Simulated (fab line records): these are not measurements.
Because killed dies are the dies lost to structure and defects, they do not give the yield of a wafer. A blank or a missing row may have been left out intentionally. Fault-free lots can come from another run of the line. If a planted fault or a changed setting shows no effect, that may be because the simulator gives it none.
Matching of chambers :: flow sky130 :: SKY_LI_CONTACT_HDPCVD_00 on hdpcvd-02: 3 sister chambers
The step deposits PSG, target thk 930 nm, time 155 s. 16 wafers are shown with their chamber, then 8 later ones without.

== WAFERS, EACH WITH ITS CHAMBER ==
wafer: L436.1
chamber: 1
susceptor_temp_C (C): 600.19

wafer: L436.2
chamber: 2
susceptor_temp_C (C): 600.54

wafer: L436.3
chamber: 0
susceptor_temp_C (C): 599.63

wafer: L438.1
chamber: 2
susceptor_temp_C (C): 599.81

wafer: L438.2
chamber: 1
susceptor_temp_C (C): 600.04

wafer: L438.5
chamber: 2
susceptor_temp_C (C): 600.01

wafer: L439.2
chamber: 1
susceptor_temp_C (C): 600.11

wafer: L439.5
chamber: 0
susceptor_temp_C (C): 599.77

wafer: L439.6
chamber: 1
susceptor_temp_C (C): 599.87

wafer: L441.2
chamber: 2
susceptor_temp_C (C): 599.69

wafer: L441.3
chamber: 0
susceptor_temp_C (C): 600.15

wafer: L441.4
chamber: 2
susceptor_temp_C (C): 599.75

wafer: L449.3
chamber: 1
susceptor_temp_C (C): 599.95

wafer: L449.5
chamber: 1
susceptor_temp_C (C): 600.13

wafer: L449.6
chamber: 0
susceptor_temp_C (C): 599.75

wafer: L450.2
chamber: 0
susceptor_temp_C (C): 600.50

SIGNATURES, as means of the wafers listed above
reading: susceptor_temp_C
chamber 0: 599.9600
chamber 1: 600.0483
chamber 2: 599.9600
scatter within a chamber: 0.287
Rule: a wafer's distance from a chamber is the root of the sum, over the readings, of the square of ((its reading less the chamber's mean) divided by the reading's scatter). The wafer belongs to the nearest chamber; if the next one is less than 2 further off, it can't be placed. The scatter is the square root of a quotient: the sum, over the shown wafers, of each reading's squared deviation from its chamber's mean, divided by wafers minus chambers.

== WAFERS MISSING THEIR CHAMBER ==
wafer: L450.5
susceptor_temp_C (C): 600.15

wafer: L450.6
susceptor_temp_C (C): 600.43

wafer: L451.2
susceptor_temp_C (C): 600.28

wafer: L451.3
susceptor_temp_C (C): 599.94

wafer: L451.4
susceptor_temp_C (C): 599.88

wafer: L452.4
susceptor_temp_C (C): 600.21

wafer: L452.5
susceptor_temp_C (C): 599.82

wafer: L452.6
susceptor_temp_C (C): 600.15

== WHICH CHAMBER EACH WENT THROUGH ==
wafer: L450.5
from the rows above: can't be placed: 1 or 0 or 2
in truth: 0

wafer: L450.6
from the rows above: can't be placed: 1 or 0 or 2
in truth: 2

wafer: L451.2
from the rows above: can't be placed: 1 or 0 or 2
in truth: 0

wafer: L451.3
from the rows above: can't be placed: 0 or 2 or 1
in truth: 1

wafer: L451.4
from the rows above: can't be placed: 0 or 2 or 1
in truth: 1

wafer: L452.4
from the rows above: can't be placed: 1 or 0 or 2
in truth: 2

wafer: L452.5
from the rows above: can't be placed: 0 or 2 or 1
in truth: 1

wafer: L452.6
from the rows above: can't be placed: 1 or 0 or 2
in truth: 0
Placed correctly: 0 of 8. Can't be placed from these rows: 8 (the true chamber is among the candidates in 8). 0 placed wrongly.
